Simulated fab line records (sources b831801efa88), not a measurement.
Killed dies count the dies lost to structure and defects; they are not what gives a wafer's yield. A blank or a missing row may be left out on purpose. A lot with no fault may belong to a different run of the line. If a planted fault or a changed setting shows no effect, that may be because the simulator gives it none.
Matching of chambers + flow sky130 + cmp-01 running SKY_VIA1_CMP_02: 4 sister chambers
The step polishes SiO2. 24 wafers are shown with their chamber, then 12 later ones without.

## WAFERS WITH THEIR CHAMBER
| wafer  | chamber | motor current A (A) |
|--------|---------|---------------------|
| L076.1 | 2       | 12.2                |
| L076.4 | 1       | 11.6                |
| L076.6 | 3       | 12.9                |
| L077.1 | 1       | 12.6                |
| L077.2 | 0       | 11.8                |
| L077.6 | 2       | 12.1                |
| L079.4 | 3       | 12.7                |
| L079.5 | 3       | 12.4                |
| L079.6 | 2       | 12.9                |
| L081.3 | 1       | 12.7                |
| L081.4 | 0       | 12.0                |
| L081.6 | 1       | 12.4                |
| L083.2 | 2       | 12.6                |
| L083.3 | 3       | 12.8                |
| L083.4 | 1       | 12.1                |
| L084.2 | 0       | 12.1                |
| L084.3 | 2       | 12.9                |
| L084.6 | 2       | 12.9                |
| L085.1 | 0       | 11.7                |
| L085.2 | 2       | 12.1                |
| L085.3 | 1       | 12.3                |
| L091.1 | 2       | 12.3                |
| L091.2 | 0       | 12.1                |
| L091.5 | 1       | 12.5                |

SIGNATURES (means of the wafers above)
| reading         | chamber 0 | chamber 1 | chamber 2 | chamber 3 | scatter within a chamber |
|-----------------|-----------|-----------|-----------|-----------|--------------------------|
| motor current A | 11.940    | 12.314    | 12.500    | 12.700    | 0.319                    |
Rule: distance of a wafer from a chamber = root of the sum over the readings of ((wafer's reading minus chamber's mean) / reading's scatter) squared. If the next closest chamber is less than 2 further off than the closest, the wafer can't be placed; otherwise it belongs to the closest. The scatter: take each reading less its chamber's mean, square it, sum over the shown wafers, divide by the number of wafers less the number of chambers, and take the root.

## WAFERS WITHOUT THEIR CHAMBER
| wafer  | motor current A (A) |
|--------|---------------------|
| L092.3 | 12.3                |
| L092.4 | 11.7                |
| L092.5 | 12.5                |
| L093.1 | 11.6                |
| L093.3 | 12.3                |
| L093.6 | 12.8                |
| L096.3 | 12.4                |
| L096.5 | 12.6                |
| L096.6 | 12.5                |
| L097.2 | 12.4                |
| L097.3 | 12.8                |
| L097.6 | 12.5                |

## CHAMBER TAKEN BY EACH
| wafer  | from the rows above               | in truth |
|--------|-----------------------------------|----------|
| L092.3 | can't be placed: 1 or 2 or 0 or 3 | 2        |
| L092.4 | can't be placed: 0 or 1 or 2      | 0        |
| L092.5 | can't be placed: 2 or 1 or 3 or 0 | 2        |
| L093.1 | can't be placed: 0 or 1 or 2      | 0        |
| L093.3 | can't be placed: 1 or 2 or 0 or 3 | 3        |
| L093.6 | can't be placed: 3 or 2 or 1      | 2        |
| L096.3 | can't be placed: 1 or 2 or 3 or 0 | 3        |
| L096.5 | can't be placed: 2 or 3 or 1 or 0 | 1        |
| L096.6 | can't be placed: 2 or 1 or 3 or 0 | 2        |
| L097.2 | can't be placed: 1 or 2 or 3 or 0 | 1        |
| L097.3 | can't be placed: 3 or 2 or 1      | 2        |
| L097.6 | can't be placed: 2 or 1 or 3 or 0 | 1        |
Correctly placed: 0 of 12. From these rows, 12 cannot be placed; in 12 the true chamber is one of the candidates. 0 placed wrongly.
